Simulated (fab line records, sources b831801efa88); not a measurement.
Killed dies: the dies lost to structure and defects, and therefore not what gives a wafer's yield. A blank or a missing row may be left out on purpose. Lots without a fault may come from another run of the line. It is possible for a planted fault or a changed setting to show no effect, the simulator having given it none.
fab line records    flow sky130
[record] lots = 11  wafers = 33  lastDay = 51
route steps=708 shown VT_ADJUST_LVTN@106 VT_ADJUST_HVTR@142 GATE_OXIDE@194 POLY_GATE@227 PAD_OPEN@708
lots untouched by any fault: they come from a run of this same line in which no faults occurred
startH: hours from the record's first day to the start of the lot's first wafer shown    waitH: hours from the lot's prior step to this one    " the same as in the row above    L1.1+2: several wafers, shown together as one row    - value missing, or start not given    * or withheld: withheld    < > ~ a bound
route shown NAME@n: names a module that has steps shown in the file, with the first one's number in the route    usual: the fault-free wafers' mean and standard deviation    same: alike in all rows    chamber/n: place in a boat    sites: readings site by site    _std_site: standard deviation across them    _edge_site: inner sites' mean taken away from outer sites' mean    radiusMm: how far each site lies from the wafer's centre    mask NAME#n: copy n    behind: tool/chamber where the wafer was last shaped    hold: why the lot went on hold/how many hours it stayed there/how the hold came to an end    device: which transistor (n, p or np) failed to switch    end of line: at the end of the route, the tests of the same wafers    step lacking rows: just its recipe    killed: at the first sort, the dies lost to defects and structure; wafer yield is something else    map: a wafer's dies, x killed, . not, _ none there
set.NAME: setting as actually run; set.NAME@STEP: the setting as run at that earlier step    model.NAME: the simulator's own value behind a step, which no gauge read
a sample of lots followed through the steps of the route, with each step as a table and each wafer as a row
services: from which hour (startH, from the record's first day; less than 0 if before it) a tool's chamber was out of use, for how many hours, and why
[[steps]]
[step SKY_VT_ADJUST_LVTN_STRIP_09]
[recipe] chemistry = O2/N2  powerW = 1400  pressureMtorr = 1500  platenTempC = withheld  o2FlowSccm = 3000  n2FlowSccm = 300  overashFraction = 0.5
[usual] drypumpMotorCurrentA = 5.8/0.47  oesProductAu = 0.721/0.005  stripTimeToEndpointS = 36.94/0.097
[same] overashFraction = 0.5
lot.wafer  tool            chamber  startH  waitH  drypumpMotorCurrentA  oesProductAu  rfHoursCounterH  stripTimeToEndpointS
L603.3     plasmaAsher-03  0        166.23  0.1    5.4                   0.720         -                36.97
L603.4     "               1        "       "      6.4                   0.719         -                36.84
L603.6     "               0        "       "      5.4                   0.719         -                36.79
L604.4     plasmaAsher-02  0        172.89  0.1    6.0                   0.730         -                36.82
L604.5     "               1        "       "      6.3                   0.721         -                36.90
L604.6     "               0        "       "      6.1                   0.723         -                36.96
L605.1     plasmaAsher-02  0        179.30  0.1    6.1                   0.715         36               36.87
L605.4     "               1        "       "      6.2                   0.715         -                36.96
L605.5     "               1        "       "      6.3                   0.723         -                36.81
L606.3     plasmaAsher-02  1        184.59  0.1    6.2                   0.717         -                36.80
L606.5     "               1        "       "      6.2                   0.714         -                36.83
L606.6     "               0        "       "      6.1                   0.719         -                36.83
L613.2     plasmaAsher-03  0        229.26  0.1    5.4                   0.730         51               36.95
L613.3     "               1        "       "      6.4                   0.730         -                37.02
L613.6     "               1        "       "      6.4                   0.726         -                36.89
L614.2     plasmaAsher-03  0        244.50  0.1    5.5                   0.724         53               36.91
L614.5     "               1        "       "      6.4                   0.727         -                36.99
L614.6     "               0        "       "      5.4                   0.718         -                36.93
L616.2     plasmaAsher-04  0        255.50  0.1    5.0                   0.722         14               37.02
L616.3     "               1        "       "      5.6                   0.720         -                36.91
L616.5     "               0        "       "      5.1                   0.714         -                36.81
L617.2     plasmaAsher-03  1        261.85  0.1    6.4                   0.727         55               36.85
L617.4     "               1        "       "      6.5                   0.727         -                36.77
L617.5     "               1        "       "      6.5                   0.721         -                36.92
L618.2     plasmaAsher-03  1        265.95  0.1    6.4                   0.710         55               36.93
L618.3     "               1        "       "      6.4                   0.718         -                36.87
L618.6     "               0        "       "      5.4                   0.725         -                36.91
L620.1     plasmaAsher-02  0        281.21  0.1    6.1                   0.718         46               36.93
L620.5     "               0        "       "      6.1                   0.724         -                36.90
L620.6     "               1        "       "      6.2                   0.721         -                37.00
L621.1     plasmaAsher-02  1        308.75  0.1    6.2                   0.715         48               36.93
L621.2     "               0        "       "      6.1                   0.724         48               37.10
L621.6     "               0        "       "      6.1                   0.718         -                36.99
[step SKY_VT_ADJUST_HVTR_TW_MEAS_11]
[usual] VT_ADJUST_HVTR_TW = 212.8/1.9
lot.wafer  tool          chamber  startH  waitH  VT_ADJUST_HVTR_TW
L603.3     filmMetro-04  -        230.10  0.1    212.9
L603.4     "             -        "       "      212.8
L603.6     "             -        "       "      211.8
L604.4     filmMetro-01  -        237.57  0.1    213.3
L604.5     "             -        "       "      214.0
L604.6     "             -        "       "      213.8
L605.1     filmMetro-03  -        246.39  0.1    216.1
L605.4     "             -        "       "      215.2
L605.5     "             -        "       "      215.7
L606.3     filmMetro-01  -        250.14  0.1    212.7
L606.5     "             -        "       "      212.8
L606.6     "             -        "       "      212.8
L613.2     filmMetro-01  -        301.63  0.1    213.1
L613.3     "             -        "       "      212.9
L613.6     "             -        "       "      212.0
L614.2     filmMetro-01  -        320.03  0.1    214.2
L614.5     "             -        "       "      213.5
L614.6     "             -        "       "      213.0
L616.2     filmMetro-01  -        331.88  0.1    213.5
L616.3     "             -        "       "      214.1
L616.5     "             -        "       "      213.9
L617.2     filmMetro-04  -        339.08  0.1    212.1
L617.4     "             -        "       "      212.0
L617.5     "             -        "       "      212.1
L618.2     filmMetro-03  -        342.93  0.1    215.8
L618.3     "             -        "       "      214.7
L618.6     "             -        "       "      216.1
L620.1     filmMetro-01  -        359.92  0.1    213.0
L620.5     "             -        "       "      213.2
L620.6     "             -        "       "      213.5
L621.1     filmMetro-04  -        392.42  0.1    208.5
L621.2     "             -        "       "      210.3
L621.6     "             -        "       "      210.0
[step SKY_GATE_OXIDE_EXPOSE_07]
[recipe] maskId = LVOM  na = 0.6  sourceShape = conventional  sigmaOuter = 0.6  polarization = unpolarized  targetCdNm = 600  doseMj = 170
[same] sigmaOuter = 0.6
lot.wafer   tool             chamber  startH  waitH  mask
L603.3+4+6  ilineStepper-02  0        325.17  -      LVOM#0
L604.4+5+6  ilineStepper-01  0        335.60  -      NWM#0
L605.1+4+5  ilineStepper-02  0        350.76  -      LVOM#0
L606.3+5+6  ilineStepper-01  0        351.79  -      LVOM#0
L613.2+3+6  ilineStepper-01  0        405.00  -      LVOM#0
L614.2+5+6  ilineStepper-02  0        429.52  -      LVOM#0
L616.2+3+5  ilineStepper-01  0        439.85  -      LVOM#0
L617.2+4+5  ilineStepper-02  0        453.53  -      LVOM#0
L618.2+3+6  ilineStepper-01  0        454.43  -      LVOM#0
L620.1+5+6  ilineStepper-01  0        471.38  -      LVOM#0
L621.1+2+6  ilineStepper-01  0        508.81  -      LVOM#0
[step SKY_GATE_OXIDE_OVL_MEAS_10]
[usual] GATE_OXIDE_OVL = 0.1/1.6
lot.wafer  tool        chamber  startH  waitH  GATE_OXIDE_OVL[nm]
L603.3     overlay-02  -        338.95  0.1    1.4
L603.4     "           -        "       "      1.3
L603.6     "           -        "       "      2.9
L604.4     overlay-01  -        348.73  0.1    -
L604.5     "           -        "       "      -
L604.6     "           -        "       "      -
L605.1     overlay-01  -        364.78  0.1    -1.0
L605.4     "           -        "       "      -1.4
L605.5     "           -        "       "      -0.2
L606.3     overlay-01  -        365.74  0.1    -0.2
L606.5     "           -        "       "      0.3
L606.6     "           -        "       "      2.3
L613.2     overlay-01  -        419.92  0.1    -2.4
L613.3     "           -        "       "      -2.2
L613.6     "           -        "       "      -1.7
L614.2     overlay-01  -        444.78  0.1    0.8
L614.5     "           -        "       "      2.5
L614.6     "           -        "       "      1.9
L616.2     overlay-02  -        455.73  0.1    -0.2
L616.3     "           -        "       "      -2.0
L616.5     "           -        "       "      -1.9
L617.2     overlay-01  -        468.39  0.1    -1.3
L617.4     "           -        "       "      -3.1
L617.5     "           -        "       "      -1.5
L618.2     overlay-01  -        469.47  0.1    0.4
L618.3     "           -        "       "      0.1
L618.6     "           -        "       "      -0.8
L620.1     overlay-01  -        486.41  0.1    0.1
L620.5     "           -        "       "      0.3
L620.6     "           -        "       "      -1.3
L621.1     overlay-01  -        524.23  0.1    -1.3
L621.2     "           -        "       "      -2.4
L621.6     "           -        "       "      -1.8
[step SKY_GATE_OXIDE_TW_MEAS_14]
[usual] GATE_OXIDE_TW = 226.1/1.9
lot.wafer  tool          chamber  startH  waitH  hold                     GATE_OXIDE_TW
L603.3     filmMetro-04  -        339.35  0.1    -                        225.9
L603.4     "             -        "       "      -                        225.3
L603.6     "             -        "       "      -                        225.2
L604.4     filmMetro-04  -        349.13  0.1    awaitDispo/0.2h/release  30.2
L604.5     "             -        "       "      awaitDispo/0.2h/release  30.1
L604.6     "             -        "       "      awaitDispo/0.2h/release  30.2
L604.4     filmMetro-04  -        349.36  0.2    -                        30.2
L604.5     "             -        "       "      -                        30.1
L604.6     "             -        "       "      -                        30.2
L605.1     filmMetro-01  -        365.17  0.1    -                        227.0
L605.4     "             -        "       "      -                        225.8
L605.5     "             -        "       "      -                        224.7
L606.3     filmMetro-03  -        366.16  0.1    -                        230.0
L606.5     "             -        "       "      -                        231.0
L606.6     "             -        "       "      -                        230.3
L613.2     filmMetro-03  -        420.31  0.1    -                        227.4
L613.3     "             -        "       "      -                        229.0
L613.6     "             -        "       "      -                        228.6
L614.2     filmMetro-01  -        445.18  0.1    -                        226.4
L614.5     "             -        "       "      -                        226.8
L614.6     "             -        "       "      -                        226.0
L616.2     filmMetro-03  -        456.13  0.1    -                        229.2
L616.3     "             -        "       "      -                        228.0
L616.5     "             -        "       "      -                        228.5
L617.2     filmMetro-01  -        468.78  0.1    -                        227.6
L617.4     "             -        "       "      -                        227.3
L617.5     "             -        "       "      -                        226.7
L618.2     filmMetro-01  -        469.86  0.1    -                        228.0
L618.3     "             -        "       "      -                        228.2
L618.6     "             -        "       "      -                        226.9
L620.1     filmMetro-04  -        486.80  0.1    -                        222.4
L620.5     "             -        "       "      -                        222.9
L620.6     "             -        "       "      -                        224.0
L621.1     filmMetro-01  -        524.62  0.1    -                        224.1
L621.2     "             -        "       "      -                        224.5
L621.6     "             -        "       "      -                        225.6
[step SKY_POLY_GATE_CD_MEAS_13]
[recipe] targetCdNm = 150
[usual] cdNm = 149.8/1.4
lot.wafer  tool      chamber  startH  waitH  cdNm
L603.3     cdSem-01  -        405.72  -      149.2
L603.4     "         -        "       "      148.5
L603.6     "         -        "       "      149.3
L605.1     cdSem-01  -        430.61  -      148.2
L605.4     "         -        "       "      148.5
L605.5     "         -        "       "      148.9
L606.3     cdSem-01  -        431.02  -      148.4
L606.5     "         -        "       "      148.6
L606.6     "         -        "       "      151.2
L613.2     cdSem-01  -        488.68  -      149.9
L613.3     "         -        "       "      150.0
L613.6     "         -        "       "      152.1
L614.2     cdSem-02  -        511.49  -      151.9
L614.5     "         -        "       "      149.5
L614.6     "         -        "       "      150.5
L616.2     cdSem-01  -        526.33  -      149.6
L616.3     "         -        "       "      149.1
L616.5     "         -        "       "      149.2
L617.2     cdSem-02  -        535.54  -      148.1
L617.4     "         -        "       "      148.9
L617.5     "         -        "       "      150.3
L618.2     cdSem-02  -        537.20  -      146.6
L618.3     "         -        "       "      148.6
L618.6     "         -        "       "      147.7
L620.1     cdSem-01  -        553.33  -      150.0
L620.5     "         -        "       "      150.3
L620.6     "         -        "       "      150.7
L621.1     cdSem-01  -        616.71  -      149.1
L621.2     "         -        "       "      148.1
L621.6     "         -        "       "      149.0
[step SKY_PAD_OPEN_PROBE_99]
[usual] defectLimitedYield = 82.1/1.8  killed_at_M0_to_M3 = 45/6.9  killed_at_M4_up = 3.2/1.8  killedAtContacts = 25/5.3  killedAtFrontEnd = 16/4.3  killedAtOther = 0.2/0.52  killedDies = 88/8.7  killedOnRim = 18/3.6  killedOpen = 48/6.5  killedShort = 40/6  sort_bin_3_pad_short = 0.9/0.4  sort_bin_5_function = 10.8/1.5  sort_bin_6_memory = 6.3/1  sortNPass = 404/8.7  sortYieldPct = 82.1/1.8
[same] grossDies = 492  killedAtBackSide = 0  sort_bin_4_leakage[%] = 0  sort_bin_8_speed[%] = 0
lot.wafer  tool       chamber  startH   waitH  defectLimitedYield[%]  killed_at_M0_to_M3  killed_at_M4_up  killedAtContacts  killedAtFrontEnd  killedAtOther  killedDies  killedOnRim  killedOpen  killedShort  sort_bin_3_pad_short[%]  sort_bin_5_function[%]  sort_bin_6_memory[%]  sortNPass  sortYieldPct[%]
L605.1     prober-01  -        1117.02  0.1    80.3                   57                  2                24                13                1              97          19           61          35           0.8                      13.4                    5.5                   395        80.3
L605.4     prober-01  -        1117.17  0.2    83.7                   46                  2                18                14                0              80          17           45          34           0.4                      9.1                     6.7                   412        83.7
L605.5     prober-01  -        1117.22  0.2    83.7                   41                  5                19                14                1              80          14           39          37           1.2                      10.0                    5.1                   412        83.7
L606.3     prober-02  -        1117.99  0.2    80.5                   53                  7                25                11                0              96          17           50          43           0.6                      12.8                    6.1                   396        80.5
L606.5     prober-02  -        1118.09  0.2    82.1                   47                  7                21                13                0              88          19           42          45           1.4                      10.2                    6.3                   404        82.1
L606.6     prober-02  -        1118.14  0.2    81.3                   53                  4                20                15                0              92          21           36          55           1.4                      10.8                    6.5                   400        81.3
L613.2     prober-01  -        1158.43  0.1    82.7                   37                  3                29                16                0              85          15           46          39           0.8                      11.8                    4.7                   407        82.7
L613.3     prober-01  -        1158.48  0.2    83.7                   46                  1                15                18                0              80          10           41          38           0.8                      9.6                     5.9                   412        83.7
L613.6     prober-01  -        1158.63  0.2    80.5                   49                  7                25                15                0              96          17           46          50           1.4                      11.8                    6.3                   396        80.5
L614.2     prober-02  -        1173.19  0.1    82.7                   45                  3                21                16                0              85          13           45          40           0.8                      10.0                    6.5                   407        82.7
L614.5     prober-02  -        1173.34  0.2    84.8                   42                  3                17                13                0              75          17           40          34           1.0                      7.5                     6.7                   417        84.8
L614.6     prober-02  -        1173.39  0.2    80.7                   38                  6                29                22                0              95          17           56          39           0.6                      12.8                    5.9                   397        80.7
L618.2     prober-02  -        1183.10  0.1    82.1                   46                  5                27                10                0              88          21           50          38           0.6                      12.0                    5.3                   404        82.1
L618.3     prober-02  -        1183.15  0.2    80.7                   39                  5                30                18                3              95          20           52          40           1.2                      11.6                    6.5                   397        80.7
L618.6     prober-02  -        1183.30  0.2    81.1                   44                  3                33                12                1              93          19           56          37           0.2                      11.8                    6.9                   399        81.1
L621.1     prober-01  -        1225.74  0.1    82.7                   39                  3                20                23                0              85          14           49          36           0.6                      10.2                    6.5                   407        82.7
L621.2     prober-01  -        1225.79  0.1    80.3                   50                  0                30                17                0              97          18           60          37           0.4                      13.4                    5.9                   395        80.3
L621.6     prober-01  -        1225.99  0.2    83.7                   33                  0                39                8                 0              80          15           46          34           0.6                      9.8                     5.9                   412        83.7
// killed by level:class
L605.1 VIA1:geometricParticle:open=14 CONTACT:geometricParticle:open=10 VIA3:geometricParticle:open=9 LI_CONTACT:geometricParticle:open=8 VIA1:geometricParticle:short=7 METAL1:geometricParticle:short=5 METAL2:geometricParticle:open=5 VIA3:geometricParticle:short=5
L605.4 VIA1:geometricParticle:open=11 VIA3:geometricParticle:open=10 FIELD_ISO:geometricParticle:open=6 LI_CONTACT:geometricParticle:open=5 METAL1:geometricParticle:short=5 METAL2:geometricParticle:short=5 LOCAL_INTERCONNECT:geometricParticle:short=4 CONTACT:geometricParticle:open=4
L605.5 VIA3:geometricParticle:open=10 CONTACT:geometricParticle:open=7 VIA1:geometricParticle:short=7 METAL1:geometricParticle:short=6 VIA2:geometricParticle:open=6 METAL2:geometricParticle:short=5 LI_CONTACT:geometricParticle:open=4 LOCAL_INTERCONNECT:geometricParticle:short=4
L606.3 VIA1:geometricParticle:open=13 VIA2:geometricParticle:open=8 LI_CONTACT:geometricParticle:open=6 CONTACT:geometricParticle:short=6 METAL4:geometricParticle:short=6 METAL1:geometricParticle:short=5 METAL2:geometricParticle:short=5 VIA3:geometricParticle:open=5
L606.5 CONTACT:geometricParticle:open=8 VIA3:geometricParticle:open=7 METAL1:geometricParticle:short=6 VIA1:geometricParticle:open=6 METAL2:geometricParticle:short=6 VIA2:geometricParticle:open=6 VIA1:geometricParticle:short=5 METAL4:geometricParticle:short=5
L606.6 METAL2:geometricParticle:short=13 POLY_GATE:geometricParticle:short=8 VIA1:geometricParticle:open=8 VIA2:geometricParticle:open=7 VIA3:geometricParticle:open=6 LI_CONTACT:geometricParticle:short=5 POLY_GATE:geometricParticle:open=4 METAL1:geometricParticle:short=4
L613.2 CONTACT:geometricParticle:open=17 VIA1:geometricParticle:open=7 LOCAL_INTERCONNECT:geometricParticle:short=6 POLY_GATE:geometricParticle:open=5 METAL2:geometricParticle:short=5 VIA1:geometricParticle:short=5 VIA2:geometricParticle:open=5 VIA3:geometricParticle:short=4
L613.3 VIA1:geometricParticle:open=12 VIA2:geometricParticle:open=8 METAL2:geometricParticle:short=8 POLY_GATE:geometricParticle:short=6 CONTACT:geometricParticle:open=6 LI_CONTACT:geometricParticle:open=4 VIA1:geometricParticle:short=4 METAL1:geometricParticle:short=3
L613.6 VIA1:geometricParticle:open=11 VIA2:geometricParticle:open=9 CONTACT:geometricParticle:open=8 VIA1:geometricParticle:short=7 METAL2:geometricParticle:short=7 LI_CONTACT:geometricParticle:open=6 VIA2:geometricParticle:short=6 POLY_GATE:geometricParticle:short=5
L614.2 CONTACT:geometricParticle:open=11 METAL2:geometricParticle:short=9 VIA2:geometricParticle:open=9 VIA1:geometricParticle:open=7 METAL1:geometricParticle:short=5 VIA1:geometricParticle:short=5 FIELD_ISO:geometricParticle:open=4 POLY_GATE:geometricParticle:short=4
L614.5 CONTACT:geometricParticle:open=10 METAL1:geometricParticle:short=7 VIA1:geometricParticle:open=7 VIA2:geometricParticle:short=6 VIA2:geometricParticle:open=6 LI_CONTACT:geometricParticle:open=5 METAL3:geometricParticle:short=4 FIELD_ISO:geometricParticle:short=3
L614.6 CONTACT:geometricParticle:open=11 CONTACT:geometricParticle:short=8 VIA1:geometricParticle:open=8 FIELD_ISO:geometricParticle:open=6 POLY_GATE:geometricParticle:open=6 VIA3:geometricParticle:open=5 VIA2:geometricParticle:open=5 METAL4:geometricParticle:short=5
L618.2 CONTACT:geometricParticle:open=10 VIA2:geometricParticle:open=9 VIA1:geometricParticle:open=8 VIA3:geometricParticle:open=7 LI_CONTACT:geometricParticle:open=6 METAL1:geometricParticle:short=6 CONTACT:geometricParticle:short=5 METAL2:geometricParticle:short=5
L618.3 CONTACT:geometricParticle:open=12 VIA2:geometricParticle:open=8 LI_CONTACT:geometricParticle:open=7 LOCAL_INTERCONNECT:geometricParticle:short=7 VIA3:geometricParticle:open=6 FIELD_ISO:geometricParticle:short=5 VIA2:geometricParticle:short=4 POLY_GATE:geometricParticle:short=4
L618.6 CONTACT:geometricParticle:open=15 VIA2:geometricParticle:open=10 LI_CONTACT:geometricParticle:open=7 VIA1:geometricParticle:open=7 FIELD_ISO:geometricParticle:open=5 METAL1:geometricParticle:short=5 CONTACT:geometricParticle:short=5 METAL2:geometricParticle:short=5
L621.1 CONTACT:geometricParticle:open=12 FIELD_ISO:geometricParticle:short=9 VIA1:geometricParticle:open=9 VIA3:geometricParticle:open=7 VIA2:geometricParticle:open=5 FIELD_ISO:geometricParticle:open=4 METAL1:geometricParticle:short=4 LI_CONTACT:geometricParticle:open=4
L621.2 VIA1:geometricParticle:open=11 CONTACT:geometricParticle:open=10 LI_CONTACT:geometricParticle:open=9 VIA2:geometricParticle:open=7 METAL2:geometricParticle:short=7 FIELD_ISO:geometricParticle:open=6 VIA3:geometricParticle:open=6 FIELD_ISO:geometricParticle:short=4
L621.6 LI_CONTACT:geometricParticle:open=12 CONTACT:geometricParticle:open=9 CONTACT:geometricParticle:short=7 VIA1:geometricParticle:open=6 LOCAL_INTERCONNECT:geometricParticle:short=5 VIA1:geometricParticle:short=5 POLY_GATE:geometricParticle:open=4 LI_CONTACT:geometricParticle:short=4
[[services]]
tool             chamber  startH  hours  kind
ilineStepper-02  -        196.11  2.3    repair
ilineStepper-02  0        215.20  -      calibration
plasmaAsher-02   -        241.67  2.8    pm
plasmaAsher-04   -        259.26  4.3    repair
plasmaAsher-02   -        276.93  1.6    repair
plasmaAsher-02   -        283.88  7.5    repair
ilineStepper-02  -        284.12  9.1    repair
plasmaAsher-03   -        312.53  0.6    repair
ilineStepper-01  -        314.32  1.7    pm
ilineStepper-01  0        326.71  -      calibration
plasmaAsher-04   -        348.37  1.6    repair
ilineStepper-02  -        351.13  1.7    pm
ilineStepper-01  -        364.88  9.1    repair
plasmaAsher-03   -        372.71  4.4    repair
ilineStepper-01  -        374.02  4.4    pm
plasmaAsher-03   -        396.14  8.0    repair
ilineStepper-01  -        410.80  10.1   repair
ilineStepper-01  -        420.94  8.9    pm
plasmaAsher-02   -        425.63  6.0    repair
ilineStepper-02  0        443.94  -      calibration
[[key]]
[firstSign] step = SKY_GATE_OXIDE_EXPOSE_07  reading = mask  direction = changed
[effect] step = SKY_GATE_OXIDE_OVL_MEAS_10  reading = GATE_OXIDE_OVL  direction = missing
[effect] step = SKY_GATE_OXIDE_TW_MEAS_14  reading = visit  direction = added
[effect] step = SKY_GATE_OXIDE_TW_MEAS_14  reading = GATE_OXIDE_TW  direction = down  sigmas = 99+  usual = 226.1  struck = 30.2
metAt SKY_GATE_OXIDE_EXPOSE_07
struckLots L604
scrappedBehind SKY_GATE_OXIDE_TW_MEAS_14 L604.4,L604.5,L604.6
notActingAt SKY_VT_ADJUST_LVTN_STRIP_09,SKY_VT_ADJUST_HVTR_TW_MEAS_11,SKY_POLY_GATE_CD_MEAS_13
[fault] kind = wrongMask  tool = any  chamber = -  onsetH = 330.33  steps = SKY_GATE_OXIDE_EXPOSE_07  auxCopy = NWM#0  scope = struckLotsOnly
